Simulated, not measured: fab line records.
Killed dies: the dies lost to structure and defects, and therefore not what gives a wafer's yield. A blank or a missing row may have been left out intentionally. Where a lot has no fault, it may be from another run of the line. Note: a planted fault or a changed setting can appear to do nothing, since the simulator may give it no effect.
A lot that was struck, set against a sound lot :: flow sky130 :: 16 steps out of a route of 708
Sound: wafers L909.2, L909.3, L909.4. The struck wafers were L920.1, L920.2, L920.6. Last of all comes the cause.
At each step with rows: each side's tool, then ch and its chambers, then its first start. Under that, the readings that differ: sound wafers :: struck wafers :: difference of the means :: sigmas: that difference in standard deviations of wafers without a fault.
alike: readings with means less than 2 such deviations apart, plus words and numbers identical on both sides. not compared: withheld readings, readings lacking a value on some wafer, bounds such as >300 that could conceal the same value, and numbers that have no deviation in the record and whose values overlap.
A row with sigmas, a row that says differs or no value, or rows on one side alone: a step with any of these is where the two part. Non-overlapping numbers with no deviation appear without sigmas and do not part them. A reading that every wafer of one side lacks parts them only if that side has two wafers or more.

first, 5 steps without rows for these wafers: SKY_POLY_GATE_COAT_08 (resist thk 450 nm); SKY_POLY_GATE_SOFTBAKE_09 (time 90 s); SKY_POLY_GATE_EXPOSE_10 (exposes mask P1M, target cd 150 nm); SKY_POLY_GATE_PEB_11; SKY_POLY_GATE_DEVELOP_12 (develop time 60 s).
SKY_POLY_GATE_CD_MEAS_13: the cd target is 150 nm.
  struck on cd-sem-01, day 21 05:34; sound on cd-sem-02, day 17 07:53
  alike: cd-nm
SKY_POLY_GATE_OVL_MEAS_14:
  struck on overlay-02, day 21 05:41; sound on overlay-02, day 17 07:59
  alike: POLY_GATE_OVL
SKY_POLY_GATE_ETCH_15: etches BARC in N2/H2, stops on SiO2, time 118.5 s, target depth 110 nm.
  sound on rie-diel-03 ch 0,1,2, day 17 08:01; struck on rie-diel-03 ch 2,3, day 21 05:44
  alike: drypump-motor-current-A, oes-product-au, rf-fwd-power-W, throttle-valve-pct
  not compared: rf-hours-counter-h
SKY_POLY_GATE_ETCH_16: etches Si3N4 in CH3F/O2, stops on poly-Si, time 147.5 s, target depth 75 nm.
  sound on rie-diel-03 ch 0,1,2, day 17 08:05; struck on rie-diel-03 ch 2,3, day 21 05:49
  alike: drypump-motor-current-A, oes-product-au, rf-fwd-power-W, throttle-valve-pct
  not compared: rf-hours-counter-h
SKY_POLY_GATE_ETCH_17: etches poly-Si in HBr/Cl2, stops on SiO2, target depth 180 nm, time 70.5 s.
  sound on rie-si-01 ch 1,2,3, day 17 08:11; struck on rie-si-02 ch 0,2, day 21 05:55
  alike: drypump-motor-current-A, oes-product-au, rf-fwd-power-W, throttle-valve-pct
  not compared: rf-hours-counter-h
SKY_POLY_GATE_STRIP_18: strips in O2/N2.
  sound on plasma-asher-02 ch 0,1, day 17 08:15; struck on plasma-asher-03 ch 0,1, day 21 05:58
  alike: drypump-motor-current-A, oes-product-au, strip-time-to-endpoint-s
  not compared: rf-hours-counter-h
then, 1 step without rows for these wafers: SKY_POLY_GATE_CLEAN_19 (cleans in SC1/SC2, time 150 s).
SKY_POLY_GATE_OXIDATION_20: stabilise 600 s, purge 300 s, target thk 4 nm.
  sound on furnace-01 ch 0, day 17 09:16; struck on furnace-02 ch 0, day 21 06:07
reading: spike-tc-bottom-C (C)
sound: 867.2 868.3 868.2
struck: 886.0 886.0 882.9
difference: +17.1
sigmas: +16

reading: spike-tc-centre-C (C)
sound: 850.8 850.0 851.1
struck: 863.9 863.9 863.8
difference: +13.2
sigmas: +10

reading: spike-tc-lower-C (C)
sound: 850.0 847.8 848.3
struck: 864.7 867.0 865.3
difference: +17.0
sigmas: +15

reading: spike-tc-upper-C (C)
sound: 850.2 851.1 850.5
struck: 866.3 868.0 866.6
difference: +16.4
sigmas: +14

reading: tube-center-temp-C (C)
sound: 850.04 849.93 849.9
struck: 865.35 865.33 865.28
difference: +15.36
sigmas: +99 or more

reading: tube_center_temp_C_max
sound: 852.2 852.4 851.9
struck: 867.6 867.2 867.4
difference: +15.2
sigmas: +48

reading: zone-power-centre-pct (%)
sound: 17.35 16.89 17.19
struck: 17.51 17.64 17.52
difference: +0.41
sigmas: +2

reading: zone-power-top-pct (%)
sound: 29.9 29.1 29.5
struck: 30.9 30.8 30.3
difference: +1.2
sigmas: +4

reading: zone-power-upper-pct (%)
sound: 13.8 13.7 13.6
struck: 16.3 16.4 16.5
difference: +2.7
sigmas: +2

reading: model.SiO2_of_POLY_GATE_OXIDATION_20.thk-nm (nm)
sound: 3.926 3.87 3.89
struck: 4.863 4.844 4.861
difference: +0.961
sigmas: 
  alike: zone-power-lower-pct
SKY_POLY_GATE_THK_MEAS_21:
  struck on film-metro-03, day 21 07:22; sound on film-metro-01, day 17 10:32
reading: POLY_GATE_OXIDATION_THK (nm)
sound: 3.93 3.86 3.93
struck: 4.84 4.78 4.83
difference: +0.91
sigmas: +11
SKY_POLY_GATE_CD_MEAS_22:
  struck on cd-sem-02, day 21 07:26; sound on cd-sem-01, day 17 10:37
  alike: cd-nm
-- record jumps: 28 days separate the struck wafers' starts on either side; left off in module POLY_GATE, taken up again in module PAD_OPEN, whose first shown step is the route's number 708 --
SKY_PAD_OPEN_PROBE_99:
  struck on prober-01, day 49 03:15; sound on prober-02, day 46 13:53
reading: model.etest.tip-sonos.rs-ohm-sq
sound: 2660 2656 2672
struck: 2803 2767 2798
difference: +127
sigmas: 

reading: model.etest.tip-n.rs-ohm-sq
sound: 436.7 440.8 438.9
struck: 454.9 460 460.7
difference: +19.7
sigmas: 

reading: model.etest.res-pdiff.rs-ohm-sq
sound: 192.4 191.6 191.2
struck: 201.3 204.1 204.8
difference: +11.7
sigmas: 
  alike: killed_at_M0_to_M3, killed_at_M4_up, killed-at-contacts, killed-at-front-end, killed-at-other, killed-dies, killed-open, killed-short
  not compared: model.etest.tip-p.rs-ohm-sq

## WHERE THEY PART
At SKY_POLY_GATE_OXIDATION_20 first; at SKY_POLY_GATE_THK_MEAS_21 last (within this record only). Later steps at which nothing parts them and some readings are alike: SKY_POLY_GATE_CD_MEAS_22, SKY_PAD_OPEN_PROBE_99.

WHY: whatever the simulator had introduced
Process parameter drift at SKY_POLY_GATE_OXIDATION_20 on furnace-02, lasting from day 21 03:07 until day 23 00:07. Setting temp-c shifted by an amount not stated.
